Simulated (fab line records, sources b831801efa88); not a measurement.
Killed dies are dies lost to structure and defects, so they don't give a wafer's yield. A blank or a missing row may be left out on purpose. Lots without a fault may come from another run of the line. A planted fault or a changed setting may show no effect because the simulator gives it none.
fab line records | flow sky130
record lots=5 wafers=15 last_day=49
route steps=708 shown VT_ADJUST_LVTN@111 VT_ADJUST_NCORE@119 VT_ADJUST_HVTR@131
lots that met no fault: from a run of the same line without faults
start_h: hours from the record's first day to the start of the lot's first wafer shown | wait_h: hours since the lot's step before | " the same as in the row above | L1.1+2: a row that stands for several wafers | - no value, or no start given | * or withheld: withheld | < > ~ a bound
route shown NAME@n: a module of which the file shows steps, and the number in the route of the first | usual: mean/standard deviation of fault-free wafers | same: alike in all rows | chamber/n: place in a boat | sites: the reading at each site | _std_site: their standard deviation | _edge_site: outer sites' mean less inner sites' | radius_mm: how far each site lies from the wafer's centre | mask NAME#n: copy n | behind: the tool/chamber that last shaped the wafer | hold: why the lot was held/for how many hours/how that ended | device: the transistor (n, p or np) that didn't switch | end of line: the same wafers' tests at the end of the route | a step without rows: its recipe alone | killed: dies lost to structure and defects at the first sort, not the wafer's yield | map: a wafer's dies, x killed, . not, _ none there
set.NAME: the setting as run; set.NAME@STEP: as run at that earlier step | model.NAME: the simulator's own value behind a step, which no gauge read
lots at some steps of the route; a table a step, a row a wafer
services: from which hour (start_h, from the record's first day; less than 0 if before it) a tool's chamber was out of use, for how many hours, and why
## steps
# step SKY_VT_ADJUST_LVTN_SOFTBAKE_14
# recipe temp_c=90 time_s=60 resist=NOVOLAK
# usual chill_plate_temp_C=23.00/0.12 exhaust_pa=44.8/0.91 plate_temp_C=90.03/0.14
# columns lot.wafer tool chamber start_h wait_h chill_plate_temp_C exhaust_pa plate_temp_C
L078.2 litho_track-02 0 174.52 0.1 23.15 43.9 89.94
L078.3 " 0 " " 23.22 44.9 89.96
L078.4 " 0 " " 23.05 43.9 90.03
L080.2 litho_track-01 0 185.32 0.1 22.86 45.3 89.89
L080.3 " 0 " " 23.03 45.7 90.06
L080.4 " 0 " " 22.92 44.7 89.98
L085.2 litho_track-03 0 239.90 0.1 22.93 45.0 89.92
L085.4 " 0 " " 23.17 44.9 90.07
L085.5 " 0 " " 23.02 44.1 90.05
L086.3 litho_track-02 0 240.04 0.1 22.84 42.9 89.99
L086.4 " 0 " " 22.93 45.3 89.84
L086.5 " 0 " " 22.88 45.9 89.94
L091.2 litho_track-03 0 271.65 0.1 22.97 43.8 90.06
L091.4 " 0 " " 22.75 44.4 90.03
L091.5 " 0 " " 22.97 44.3 90.21
# step SKY_VT_ADJUST_LVTN_EXPOSE_15
# recipe mask_id=HVN_STD_DERIVED na=0.6 source_shape=conventional sigma_outer=0.6 polarization=unpolarized target_cd_nm=600 dose_mj=163
# columns lot.wafer tool chamber start_h wait_h mask
L078.2+3+4 iline_stepper-02 0 - - HVN_STD_DERIVED#0
L080.2+3+4 iline_stepper-02 0 - - HVN_STD_DERIVED#0
L085.2+4+5 iline_stepper-02 0 - - HVN_STD_DERIVED#0
L086.3+4+5 iline_stepper-02 0 - - HVN_STD_DERIVED#0
L091.2+4+5 iline_stepper-02 0 - - HVN_STD_DERIVED#0
# step SKY_VT_ADJUST_LVTN_PEB_16
# recipe temp_c=withheld time_s=* resist=NOVOLAK
# usual chill_plate_temp_C=* exhaust_pa=45.0/0.81
# columns lot.wafer tool chamber start_h wait_h chill_plate_temp_C exhaust_pa
L078.2 litho_track-01 0 - - * 45.5
L078.3 " 0 " " * 43.9
L078.4 " 0 " " * 45.0
L080.2 litho_track-01 0 - - * 45.4
L080.3 " 0 " " * 45.5
L080.4 " 0 " " * 44.1
L085.2 litho_track-03 0 - - * 45.5
L085.4 " 0 " " * 45.2
L085.5 " 0 " " * 45.4
L086.3 litho_track-03 0 - - * 46.8
L086.4 " 0 " " * 46.2
L086.5 " 0 " " * 44.2
L091.2 litho_track-01 0 - - * 46.3
L091.4 " 0 " " * 44.3
L091.5 " 0 " " * 44.6
# step SKY_VT_ADJUST_LVTN_DEVELOP_17
# recipe resist=NOVOLAK developer=TMAH develop_time_s=60 dev_temp_c=23
# usual chill_plate_temp_C=23.01/0.11 exhaust_pa=45.2/0.91
# columns lot.wafer tool chamber start_h wait_h chill_plate_temp_C exhaust_pa
L078.2 litho_track-01 0 184.07 0.1 23.00 45.8
L078.3 " 0 " " 23.13 45.2
L078.4 " 0 " " 22.87 45.4
L080.2 litho_track-01 0 196.12 0.1 22.90 44.5
L080.3 " 0 " " 22.89 44.6
L080.4 " 0 " " 22.90 45.2
L085.2 litho_track-03 0 251.00 0.1 23.15 47.6
L085.4 " 0 " " 23.10 46.9
L085.5 " 0 " " 23.14 47.8
L086.3 litho_track-03 0 251.33 0.1 22.89 46.1
L086.4 " 0 " " 22.86 43.8
L086.5 " 0 " " 22.85 45.0
L091.2 litho_track-01 0 283.72 0.1 22.92 45.3
L091.4 " 0 " " 22.99 45.5
L091.5 " 0 " " 22.96 43.9
# step SKY_VT_ADJUST_LVTN_OVL_MEAS_18
# usual VT_ADJUST_LVTN_01_OVL=1.3/1.7
# columns lot.wafer tool chamber start_h wait_h VT_ADJUST_LVTN_01_OVL[nm]
L078.2 overlay-01 - 184.20 0.1 4.6
L078.3 " - " " 6.6
L078.4 " - " " 4.8
L080.2 overlay-02 - 196.25 0.1 0.3
L080.3 " - " " 1.6
L080.4 " - " " 2.0
L085.2 overlay-01 - 251.13 0.1 0.2
L085.4 " - " " 1.5
L085.5 " - " " 1.2
L086.3 overlay-02 - 251.44 0.1 2.3
L086.4 " - " " 2.3
L086.5 " - " " 2.2
L091.2 overlay-02 - 283.85 0.1 -0.7
L091.4 " - " " 0.5
L091.5 " - " " -0.3
# step SKY_VT_ADJUST_LVTN_IMPLANT_19
# recipe species=B energy_kev=30 dose_cm2=6.5e+11 tilt_deg=withheld
# usual faraday_current_uA=3.67/0.078
# same implant_ion_amu=11
# columns lot.wafer tool chamber start_h wait_h faraday_current_uA
L078.2 implanter-03 0 184.26 0.0 3.65
L078.3 " 0 " " 3.64
L078.4 " 0 " " 3.81
L080.2 implanter-03 0 196.31 0.0 3.76
L080.3 " 0 " " 3.73
L080.4 " 0 " " 3.75
L085.2 implanter-01 0 251.19 0.0 3.54
L085.4 " 0 " " 3.75
L085.5 " 0 " " 3.65
L086.3 implanter-04 0 251.51 0.1 3.75
L086.4 " 0 " " 3.72
L086.5 " 0 " " 3.52
L091.2 implanter-03 0 283.91 0.0 3.71
L091.4 " 0 " " 3.76
L091.5 " 0 " " 3.76
# step SKY_VT_ADJUST_LVTN_STRIP_20
# recipe chemistry=O2/N2 power_w=1400 pressure_mtorr=1500 platen_temp_c=withheld o2_flow_sccm=3000 n2_flow_sccm=300 overash_fraction=0.5
# usual chamber_pressure_mTorr=1499.9/1.3 drypump_motor_current_A=5.5/0.35 oes_product_au=0.715/0.0046 strip_time_to_endpoint_s=14.16/0.042
# columns lot.wafer tool chamber start_h wait_h chamber_pressure_mTorr drypump_motor_current_A oes_product_au rf_hours_counter_h strip_time_to_endpoint_s
L078.2 plasma_asher-01 0 184.38 0.1 1499.0 5.5 0.721 6 14.21
L078.3 " 1 " " 1498.5 5.5 0.717 - 14.16
L078.4 " 0 " " 1499.2 5.4 0.720 - 14.15
L080.2 plasma_asher-01 1 196.43 0.1 1499.6 5.5 0.708 7 14.17
L080.3 " 0 " " 1499.7 5.4 0.713 - 14.15
L080.4 " 1 " " 1501.1 5.5 0.705 - 14.14
L085.2 plasma_asher-03 0 251.31 0.1 1500.8 6.0 0.710 56 14.16
L085.4 " 1 " " 1499.4 5.9 0.717 - 14.16
L085.5 " 0 " " 1498.8 6.0 0.709 - 14.19
L086.3 plasma_asher-04 1 251.65 0.1 1500.9 5.0 0.718 - 14.11
L086.4 " 0 " " 1500.7 5.3 0.706 - 14.13
L086.5 " 1 " " 1500.0 5.0 0.714 - 14.16
L091.2 plasma_asher-04 0 284.03 0.1 1501.4 5.3 0.722 47 14.19
L091.4 " 1 " " 1499.2 5.0 0.716 - 14.21
L091.5 " 0 " " 1501.2 5.3 0.724 - 14.16
# step SKY_VT_ADJUST_LVTN_TW_MEAS_21
# usual VT_ADJUST_LVTN_2_TW=188.7/1.5
# columns lot.wafer tool chamber start_h wait_h VT_ADJUST_LVTN_2_TW
L078.2 film_metro-02 - 184.49 0.1 187.8
L078.3 " - " " 188.5
L078.4 " - " " 188.5
L080.2 film_metro-02 - 196.54 0.1 189.1
L080.3 " - " " 189.4
L080.4 " - " " 188.8
L085.2 film_metro-03 - 251.42 0.1 188.1
L085.4 " - " " 188.9
L085.5 " - " " 187.2
L086.3 film_metro-04 - 251.73 0.1 190.7
L086.4 " - " " 190.8
L086.5 " - " " 191.0
L091.2 film_metro-04 - 284.14 0.1 189.9
L091.4 " - " " 189.9
L091.5 " - " " 189.6
# step SKY_VT_ADJUST_NCORE_DEHYDRATE_00
# recipe temp_c=200 time_s=60
# usual chill_plate_temp_C=23.03/0.11 exhaust_pa=45.0/1 plate_temp_C=200.01/0.15
# columns lot.wafer tool chamber start_h wait_h chill_plate_temp_C exhaust_pa plate_temp_C
L078.2 litho_track-02 0 194.92 10.4 22.98 45.2 199.82
L078.3 " 0 " " 22.91 44.2 199.99
L078.4 " 0 " " 23.23 45.3 200.04
L080.2 litho_track-04 0 206.57 10.0 23.03 46.5 200.10
L080.3 " 0 " " 22.92 45.1 200.03
L080.4 " 0 " " 22.92 45.7 200.13
L085.2 litho_track-02 0 262.77 11.3 23.02 44.7 199.92
L085.4 " 0 " " 23.13 44.9 200.16
L085.5 " 0 " " 23.19 43.4 200.06
L086.3 litho_track-04 0 263.39 11.6 23.11 44.8 200.10
L086.4 " 0 " " 22.98 45.8 200.18
L086.5 " 0 " " 23.13 46.8 200.07
L091.2 litho_track-02 0 296.57 12.4 23.15 46.3 199.95
L091.4 " 0 " " 22.92 46.0 199.92
L091.5 " 0 " " 23.02 46.8 200.22
# step SKY_VT_ADJUST_NCORE_HMDS_01
# recipe prime_time_s=60 prime_temp_c=120
# usual chill_plate_temp_C=23.03/0.1 exhaust_pa=44.7/0.81
# columns lot.wafer tool chamber start_h wait_h chill_plate_temp_C exhaust_pa
L078.2 litho_track-02 0 195.07 0.1 23.10 45.3
L078.3 " 0 " " 23.20 45.9
L078.4 " 0 " " 23.17 45.9
L080.2 litho_track-04 0 206.72 0.1 23.07 43.9
L080.3 " 0 " " 22.99 43.5
L080.4 " 0 " " 22.97 43.8
L085.2 litho_track-02 0 262.92 0.1 23.13 44.7
L085.4 " 0 " " 23.30 44.4
L085.5 " 0 " " 23.03 44.4
L086.3 litho_track-04 0 263.54 0.1 22.99 43.4
L086.4 " 0 " " 22.98 44.8
L086.5 " 0 " " 23.03 43.7
L091.2 litho_track-02 0 296.72 0.1 22.99 45.3
L091.4 " 0 " " 23.05 46.6
L091.5 " 0 " " 23.11 44.0
# step SKY_VT_ADJUST_NCORE_COAT_02
# recipe resist=NOVOLAK spin_rpm=3000 resist_thk_nm=1140
# usual chill_plate_temp_C=23.00/0.1 exhaust_pa=44.9/0.73 spin_speed_rpm=2999.8/2
# columns lot.wafer tool chamber start_h wait_h chill_plate_temp_C exhaust_pa spin_speed_rpm
L078.2 litho_track-02 0 195.22 0.1 23.14 45.0 3002.5
L078.3 " 0 " " 23.07 45.2 2998.5
L078.4 " 0 " " 22.87 45.1 3001.3
L080.2 litho_track-04 0 206.87 0.1 23.02 45.8 2998.2
L080.3 " 0 " " 22.94 44.3 2999.8
L080.4 " 0 " " 23.04 44.4 2998.1
L085.2 litho_track-02 0 263.07 0.1 23.08 45.8 2995.6
L085.4 " 0 " " 22.97 45.0 2998.7
L085.5 " 0 " " 23.10 44.1 3000.4
L086.3 litho_track-04 0 263.69 0.1 22.76 45.7 2996.8
L086.4 " 0 " " 23.02 44.5 2997.2
L086.5 " 0 " " 22.78 44.1 2996.8
L091.2 litho_track-02 0 296.87 0.1 23.09 45.3 3000.4
L091.4 " 0 " " 22.97 44.7 2997.8
L091.5 " 0 " " 22.94 45.6 2996.1
# step SKY_VT_ADJUST_NCORE_SOFTBAKE_03
# recipe temp_c=90 time_s=60 resist=NOVOLAK
# usual chill_plate_temp_C=23.01/0.11 exhaust_pa=45.0/0.89 plate_temp_C=89.98/0.12
# columns lot.wafer tool chamber start_h wait_h chill_plate_temp_C exhaust_pa plate_temp_C
L078.2 litho_track-02 0 195.37 0.1 22.71 46.0 89.92
L078.3 " 0 " " 23.01 44.6 89.83
L078.4 " 0 " " 23.00 46.2 90.10
L080.2 litho_track-04 0 207.02 0.1 22.91 45.0 89.93
L080.3 " 0 " " 23.13 44.9 89.79
L080.4 " 0 " " 23.15 46.2 89.97
L085.2 litho_track-02 0 263.22 0.1 22.85 45.0 90.30
L085.4 " 0 " " 22.89 44.7 89.95
L085.5 " 0 " " 22.90 45.7 89.92
L086.3 litho_track-04 0 263.84 0.1 23.13 46.7 90.20
L086.4 " 0 " " 22.95 44.7 89.97
L086.5 " 0 " " 23.19 45.2 90.11
L091.2 litho_track-02 0 297.02 0.1 23.17 44.3 90.03
L091.4 " 0 " " 23.15 46.1 90.12
L091.5 " 0 " " 23.10 46.3 89.99
# step SKY_VT_ADJUST_NCORE_EXPOSE_04
# recipe mask_id=LVTN_COMPLEMENT_THIN na=0.6 source_shape=conventional sigma_outer=0.6 polarization=unpolarized target_cd_nm=380 dose_mj=139
# columns lot.wafer tool chamber start_h wait_h mask
L078.2+3+4 iline_stepper-02 0 - - LVTN_COMPLEMENT_THIN#0
L080.2+3+4 iline_stepper-01 0 - - LVTN_COMPLEMENT_THIN#0
L085.2+4+5 iline_stepper-02 0 - - LVTN_COMPLEMENT_THIN#0
L086.3+4+5 iline_stepper-02 0 - - LVTN_COMPLEMENT_THIN#0
L091.2+4+5 iline_stepper-01 0 - - LVTN_COMPLEMENT_THIN#0
# step SKY_VT_ADJUST_NCORE_PEB_05
# recipe temp_c=withheld time_s=* resist=NOVOLAK
# usual chill_plate_temp_C=* exhaust_pa=45.1/0.98
# columns lot.wafer tool chamber start_h wait_h chill_plate_temp_C exhaust_pa
L078.2 litho_track-01 0 - - * 45.2
L078.3 " 0 " " * 44.6
L078.4 " 0 " " * 43.7
L080.2 litho_track-02 0 - - * 44.9
L080.3 " 0 " " * 45.0
L080.4 " 0 " " * 46.5
L085.2 litho_track-02 0 - - * 45.1
L085.4 " 0 " " * 44.1
L085.5 " 0 " " * 43.8
L086.3 litho_track-01 0 - - * 46.2
L086.4 " 0 " " * 45.8
L086.5 " 0 " " * 46.7
L091.2 litho_track-04 0 - - * 44.2
L091.4 " 0 " " * 44.7
L091.5 " 0 " " * 45.2
# step SKY_VT_ADJUST_NCORE_DEVELOP_06
# recipe resist=NOVOLAK developer=TMAH develop_time_s=57.12 dev_temp_c=23
# usual chill_plate_temp_C=23.00/0.11 exhaust_pa=45.1/0.99
# columns lot.wafer tool chamber start_h wait_h chill_plate_temp_C exhaust_pa
L078.2 litho_track-01 0 205.47 0.1 22.90 44.5
L078.3 " 0 " " 23.18 44.8
L078.4 " 0 " " 23.02 44.5
L080.2 litho_track-02 0 218.32 0.1 23.00 45.6
L080.3 " 0 " " 22.85 43.8
L080.4 " 0 " " 22.91 45.2
L085.2 litho_track-02 0 275.37 0.1 23.16 44.0
L085.4 " 0 " " 23.00 45.2
L085.5 " 0 " " 23.18 44.5
L086.3 litho_track-01 0 275.40 0.1 22.99 45.0
L086.4 " 0 " " 23.04 44.7
L086.5 " 0 " " 23.03 45.6
L091.2 litho_track-04 0 309.16 0.1 23.09 47.0
L091.4 " 0 " " 23.00 45.1
L091.5 " 0 " " 22.79 46.0
# step SKY_VT_ADJUST_NCORE_CD_MEAS_07
# recipe target_cd_nm=380
# usual cd_nm=379.5/2.3
# columns lot.wafer tool chamber start_h wait_h cd_nm
L078.2 cd_sem-01 - 205.62 0.1 377.5
L078.3 " - " " 378.7
L078.4 " - " " 378.5
L080.2 cd_sem-01 - 218.46 0.1 378.4
L080.3 " - " " 380.4
L080.4 " - " " 380.0
L085.2 cd_sem-01 - 275.51 0.1 375.6
L085.4 " - " " 377.3
L085.5 " - " " 380.0
L086.3 cd_sem-02 - 275.64 0.2 379.4
L086.4 " - " " 379.3
L086.5 " - " " 379.9
L091.2 cd_sem-01 - 309.31 0.1 382.6
L091.4 " - " " 382.9
L091.5 " - " " 385.4
# step SKY_VT_ADJUST_NCORE_OVL_MEAS_08
# usual VT_ADJUST_NCORE_OVL=-0.5/1.4
# columns lot.wafer tool chamber start_h wait_h VT_ADJUST_NCORE_OVL[nm]
L078.2 overlay-01 - 205.72 0.1 -1.2
L078.3 " - " " -1.0
L078.4 " - " " 0.5
L080.2 overlay-01 - 218.58 0.1 -1.7
L080.3 " - " " -1.1
L080.4 " - " " 0.5
L085.2 overlay-02 - 275.64 0.1 -2.1
L085.4 " - " " -0.8
L085.5 " - " " -0.5
L086.3 overlay-02 - 275.73 0.1 0.2
L086.4 " - " " 1.1
L086.5 " - " " 0.9
L091.2 overlay-02 - 309.42 0.1 -1.0
L091.4 " - " " 0.0
L091.5 " - " " -2.0
# step SKY_VT_ADJUST_NCORE_IMPLANT_09
# recipe species=B energy_kev=10 dose_cm2=2.4e+12 tilt_deg=withheld
# usual faraday_current_uA=13.51/0.26
# same implant_ion_amu=11
# columns lot.wafer tool chamber start_h wait_h faraday_current_uA
L078.2 implanter-03 0 205.78 0.0 13.72
L078.3 " 0 " " 13.59
L078.4 " 0 " " 13.69
L080.2 implanter-02 0 218.64 0.0 13.42
L080.3 " 0 " " 13.75
L080.4 " 0 " " 13.62
L085.2 implanter-03 0 275.69 0.0 13.21
L085.4 " 0 " " 12.97
L085.5 " 0 " " 13.39
L086.3 implanter-01 0 275.80 0.1 13.81
L086.4 " 0 " " 12.92
L086.5 " 0 " " 13.50
L091.2 implanter-01 0 309.47 0.0 13.44
L091.4 " 0 " " 13.09
L091.5 " 0 " " 13.43
# step SKY_VT_ADJUST_NCORE_STRIP_10
# recipe chemistry=O2/N2 power_w=1400 pressure_mtorr=1500 platen_temp_c=withheld o2_flow_sccm=3000 n2_flow_sccm=300 overash_fraction=0.5
# usual chamber_pressure_mTorr=1500.0/1.4 drypump_motor_current_A=5.39/0.19 oes_product_au=0.716/0.0045 strip_time_to_endpoint_s=14.17/0.052
# columns lot.wafer tool chamber start_h wait_h chamber_pressure_mTorr drypump_motor_current_A oes_product_au rf_hours_counter_h strip_time_to_endpoint_s
L078.2 plasma_asher-04 0 205.90 0.1 1499.1 5.35 0.723 40 14.15
L078.3 " 0 " " 1500.0 5.31 0.715 - 14.13
L078.4 " 1 " " 1501.1 5.02 0.720 - 14.13
L080.2 plasma_asher-02 1 218.76 0.1 1502.0 5.49 0.711 51 14.24
L080.3 " 1 " " 1500.9 5.49 0.714 - 14.28
L080.4 " 0 " " 1500.4 5.59 0.716 - 14.28
L085.2 plasma_asher-01 0 275.82 0.1 1500.6 5.43 0.710 15 14.08
L085.4 " 1 " " 1496.9 5.45 0.709 - 14.15
L085.5 " 0 " " 1500.6 5.45 0.714 - 14.07
L086.3 plasma_asher-02 0 275.94 0.1 1499.3 5.55 0.722 - 14.20
L086.4 " 1 " " 1500.8 5.49 0.713 - 14.16
L086.5 " 0 " " 1501.1 5.57 0.715 - 14.19
L091.2 plasma_asher-01 0 309.60 0.1 1498.1 5.44 0.710 18 14.15
L091.4 " 0 " " 1499.2 5.43 0.711 - 14.18
L091.5 " 1 " " 1499.6 5.46 0.713 - 14.10
# step SKY_VT_ADJUST_NCORE_TW_MEAS_11
# usual VT_ADJUST_NCORE_TW=218.1/1.4
# columns lot.wafer tool chamber start_h wait_h VT_ADJUST_NCORE_TW
L078.2 film_metro-03 - 206.01 0.1 218.5
L078.3 " - " " 218.3
L078.4 " - " " 217.5
L080.2 film_metro-03 - 218.87 0.1 218.5
L080.3 " - " " 218.3
L080.4 " - " " 218.2
L085.2 film_metro-02 - 275.93 0.1 221.1
L085.4 " - " " 219.8
L085.5 " - " " 220.4
L086.3 film_metro-01 - 276.02 0.1 217.4
L086.4 " - " " 216.9
L086.5 " - " " 217.3
L091.2 film_metro-02 - 309.71 0.1 219.9
L091.4 " - " " 218.2
L091.5 " - " " 218.6
# step SKY_VT_ADJUST_HVTR_DEHYDRATE_00
# recipe temp_c=200 time_s=60
# usual chill_plate_temp_C=23.00/0.1 exhaust_pa=45.1/0.89 plate_temp_C=200.03/0.17
# columns lot.wafer tool chamber start_h wait_h chill_plate_temp_C exhaust_pa plate_temp_C
L078.2 litho_track-04 0 216.47 10.4 22.93 45.9 200.00
L078.3 " 0 " " 22.99 45.4 200.10
L078.4 " 0 " " 23.00 43.9 200.37
L080.2 litho_track-04 0 229.52 10.6 22.87 45.2 200.01
L080.3 " 0 " " 22.74 45.9 199.89
L080.4 " 0 " " 22.80 44.2 200.32
L085.2 litho_track-03 0 287.65 11.7 22.94 46.2 199.92
L085.4 " 0 " " 22.87 45.9 199.76
L085.5 " 0 " " 23.08 45.8 199.85
L086.3 litho_track-04 0 288.24 12.2 23.24 44.5 199.87
L086.4 " 0 " " 23.07 45.6 200.14
L086.5 " 0 " " 23.20 45.8 200.13
L091.2 litho_track-04 0 322.51 12.8 23.03 44.9 200.03
L091.4 " 0 " " 23.12 45.1 200.16
L091.5 " 0 " " 23.03 44.1 200.09
# step SKY_VT_ADJUST_HVTR_HMDS_01
# recipe prime_time_s=60 prime_temp_c=120
# usual chill_plate_temp_C=23.02/0.11 exhaust_pa=45.1/0.93
# columns lot.wafer tool chamber start_h wait_h chill_plate_temp_C exhaust_pa
L078.2 litho_track-04 0 216.62 0.1 23.22 44.6
L078.3 " 0 " " 23.04 43.9
L078.4 " 0 " " 23.01 44.8
L080.2 litho_track-04 0 229.67 0.1 22.97 45.7
L080.3 " 0 " " 22.96 44.6
L080.4 " 0 " " 23.00 45.6
L085.2 litho_track-03 0 287.80 0.1 22.96 46.6
L085.4 " 0 " " 22.89 46.7
L085.5 " 0 " " 22.76 45.9
L086.3 litho_track-04 0 288.39 0.1 22.98 45.9
L086.4 " 0 " " 23.00 44.1
L086.5 " 0 " " 23.02 45.2
L091.2 litho_track-04 0 322.66 0.1 23.00 44.5
L091.4 " 0 " " 23.00 43.6
L091.5 " 0 " " 23.02 43.8
# step SKY_VT_ADJUST_HVTR_COAT_02
# recipe resist=NOVOLAK spin_rpm=3000 resist_thk_nm=1140
# usual chill_plate_temp_C=22.99/0.096 exhaust_pa=45.0/0.93 spin_speed_rpm=3000.2/2
# columns lot.wafer tool chamber start_h wait_h chill_plate_temp_C exhaust_pa spin_speed_rpm
L078.2 litho_track-04 0 216.77 0.1 23.04 45.4 3002.1
L078.3 " 0 " " 22.98 45.7 3001.9
L078.4 " 0 " " 22.89 45.1 3001.4
L080.2 litho_track-04 0 229.82 0.1 23.09 45.2 3002.4
L080.3 " 0 " " 23.07 44.9 3003.4
L080.4 " 0 " " 22.90 44.6 3001.5
L085.2 litho_track-03 0 287.95 0.1 23.01 43.6 2999.0
L085.4 " 0 " " 22.97 44.0 2999.5
L085.5 " 0 " " 23.03 44.0 2998.0
L086.3 litho_track-04 0 288.54 0.1 22.97 43.2 3001.4
L086.4 " 0 " " 23.14 43.3 3002.4
L086.5 " 0 " " 23.10 44.0 2999.8
L091.2 litho_track-04 0 322.81 0.1 23.11 43.2 3000.6
L091.4 " 0 " " 23.15 45.6 3001.2
L091.5 " 0 " " 23.13 44.1 2999.9
# step SKY_VT_ADJUST_HVTR_SOFTBAKE_03
# recipe temp_c=90 time_s=60 resist=NOVOLAK
# usual chill_plate_temp_C=22.99/0.099 exhaust_pa=45.1/0.89 plate_temp_C=89.99/0.12
# columns lot.wafer tool chamber start_h wait_h chill_plate_temp_C exhaust_pa plate_temp_C
L078.2 litho_track-04 0 216.92 0.1 23.01 44.9 90.08
L078.3 " 0 " " 22.92 44.9 89.85
L078.4 " 0 " " 22.94 44.0 89.98
L080.2 litho_track-04 0 229.97 0.1 23.06 45.5 90.25
L080.3 " 0 " " 23.01 44.7 89.94
L080.4 " 0 " " 23.11 44.9 90.13
L085.2 litho_track-03 0 288.10 0.1 22.97 44.4 90.09
L085.4 " 0 " " 22.98 45.9 89.99
L085.5 " 0 " " 23.09 46.0 89.98
L086.3 litho_track-04 0 288.69 0.1 22.95 44.3 89.98
L086.4 " 0 " " 23.06 45.5 90.11
L086.5 " 0 " " 23.15 44.4 89.82
L091.2 litho_track-04 0 322.96 0.1 23.00 45.8 89.93
L091.4 " 0 " " 22.98 44.7 89.90
L091.5 " 0 " " 22.95 45.6 89.76
# step SKY_VT_ADJUST_HVTR_EXPOSE_04
# recipe mask_id=HVTRM target_cd_nm=380 na=0.6 source_shape=conventional sigma_outer=0.6 dose_mj=150
# columns lot.wafer tool chamber start_h wait_h mask
L078.2+3+4 iline_stepper-02 0 - - HVTRM#0
L080.2+3+4 iline_stepper-02 0 - - HVTRM#0
L085.2+4+5 iline_stepper-01 0 - - HVTRM#0
L086.3+4+5 iline_stepper-02 0 - - HVTRM#0
L091.2+4+5 iline_stepper-01 0 - - HVTRM#0
# step SKY_VT_ADJUST_HVTR_PEB_05
# recipe temp_c=withheld time_s=* resist=NOVOLAK
# usual chill_plate_temp_C=* exhaust_pa=45.0/0.89
# columns lot.wafer tool chamber start_h wait_h chill_plate_temp_C exhaust_pa
L078.2 litho_track-03 0 - - * 43.6
L078.3 " 0 " " * 43.6
L078.4 " 0 " " * 43.5
L080.2 litho_track-04 0 - - * 44.8
L080.3 " 0 " " * 44.2
L080.4 " 0 " " * 44.4
L085.2 litho_track-02 0 - - * 44.4
L085.4 " 0 " " * 44.2
L085.5 " 0 " " * 44.6
L086.3 litho_track-02 0 - - * 44.5
L086.4 " 0 " " * 45.2
L086.5 " 0 " " * 45.3
L091.2 litho_track-03 0 - - * 44.0
L091.4 " 0 " " * 45.9
L091.5 " 0 " " * 45.4
# step SKY_VT_ADJUST_HVTR_DEVELOP_06
# recipe develop_time_s=60 dev_temp_c=23
# usual chill_plate_temp_C=23.01/0.097 exhaust_pa=45.0/0.81
# columns lot.wafer tool chamber start_h wait_h chill_plate_temp_C exhaust_pa
L078.2 litho_track-03 0 227.95 0.1 23.02 44.4
L078.3 " 0 " " 23.19 46.2
L078.4 " 0 " " 23.11 44.9
L080.2 litho_track-04 0 242.07 0.1 23.10 45.6
L080.3 " 0 " " 23.08 46.1
L080.4 " 0 " " 23.00 45.6
L085.2 litho_track-02 0 301.02 0.1 22.94 45.4
L085.4 " 0 " " 22.95 44.9
L085.5 " 0 " " 22.83 45.0
L086.3 litho_track-02 0 301.34 0.1 22.87 44.9
L086.4 " 0 " " 23.03 44.8
L086.5 " 0 " " 23.06 45.0
L091.2 litho_track-03 0 336.05 0.1 22.85 45.6
L091.4 " 0 " " 22.96 46.2
L091.5 " 0 " " 23.23 46.5
# step SKY_VT_ADJUST_HVTR_CD_MEAS_07
# recipe target_cd_nm=380
# usual cd_nm=381.0/2.6
# columns lot.wafer tool chamber start_h wait_h cd_nm
L078.2 cd_sem-02 - 228.10 0.1 381.7
L078.3 " - " " 379.4
L078.4 " - " " 377.9
L080.2 cd_sem-02 - 242.21 0.1 378.6
L080.3 " - " " 379.1
L080.4 " - " " 378.6
L085.2 cd_sem-01 - 301.16 0.1 382.1
L085.4 " - " " 382.9
L085.5 " - " " 381.6
L086.3 cd_sem-02 - 301.48 0.1 381.5
L086.4 " - " " 379.3
L086.5 " - " " 378.4
L091.2 cd_sem-01 - 336.20 0.1 381.4
L091.4 " - " " 383.7
L091.5 " - " " 380.9
# step SKY_VT_ADJUST_HVTR_OVL_MEAS_08
# usual VT_ADJUST_HVTR_OVL=-0.5/1.3
# columns lot.wafer tool chamber start_h wait_h VT_ADJUST_HVTR_OVL[nm]
L078.2 overlay-01 - 228.20 0.1 0.2
L078.3 " - " " 1.1
L078.4 " - " " -0.8
L080.2 overlay-02 - 242.32 0.1 -1.6
L080.3 " - " " -2.1
L080.4 " - " " -0.6
L085.2 overlay-02 - 301.27 0.1 -0.7
L085.4 " - " " -0.4
L085.5 " - " " -0.1
L086.3 overlay-02 - 301.57 0.1 -1.5
L086.4 " - " " -1.7
L086.5 " - " " -2.2
L091.2 overlay-01 - 336.30 0.1 -3.0
L091.4 " - " " -1.1
L091.5 " - " " -1.2
# step SKY_VT_ADJUST_HVTR_IMPLANT_09
# recipe species=B energy_kev=10 dose_cm2=2.1e+12 tilt_deg=withheld
# usual faraday_current_uA=11.84/0.24
# same implant_ion_amu=11
# columns lot.wafer tool chamber start_h wait_h faraday_current_uA
L078.2 implanter-02 0 228.26 0.0 12.17
L078.3 " 0 " " 12.12
L078.4 " 0 " " 12.24
L080.2 implanter-02 0 242.37 0.0 11.72
L080.3 " 0 " " 12.64
L080.4 " 0 " " 11.88
L085.2 implanter-01 0 301.32 0.0 11.96
L085.4 " 0 " " 11.88
L085.5 " 0 " " 11.80
L086.3 implanter-01 0 301.65 0.1 11.80
L086.4 " 0 " " 11.53
L086.5 " 0 " " 11.72
L091.2 implanter-02 0 336.36 0.0 12.00
L091.4 " 0 " " 12.11
L091.5 " 0 " " 12.14
## services
# columns tool chamber start_h hours kind
plasma_asher-02 - 158.28 8.8 repair
implanter-01 - 172.42 5.5 pm
implanter-02 - 185.39 3.7 repair
implanter-02 - 186.50 4.1 repair
iline_stepper-02 - 186.65 2.8 repair
plasma_asher-02 - 191.94 1.1 repair
implanter-04 - 199.06 9.6 repair
implanter-04 - 229.86 1.6 repair
iline_stepper-02 - 230.48 1.7 pm
implanter-04 - 233.16 2.6 pm
implanter-03 - 254.54 4.0 pm
implanter-02 - 277.49 3.7 pm
implanter-04 - 292.20 2.7 repair
iline_stepper-01 - 299.04 1.7 pm
iline_stepper-01 - 300.71 4.4 pm
plasma_asher-03 - 333.11 1.4 repair
iline_stepper-01 - 334.40 6.6 repair
## key
fault none
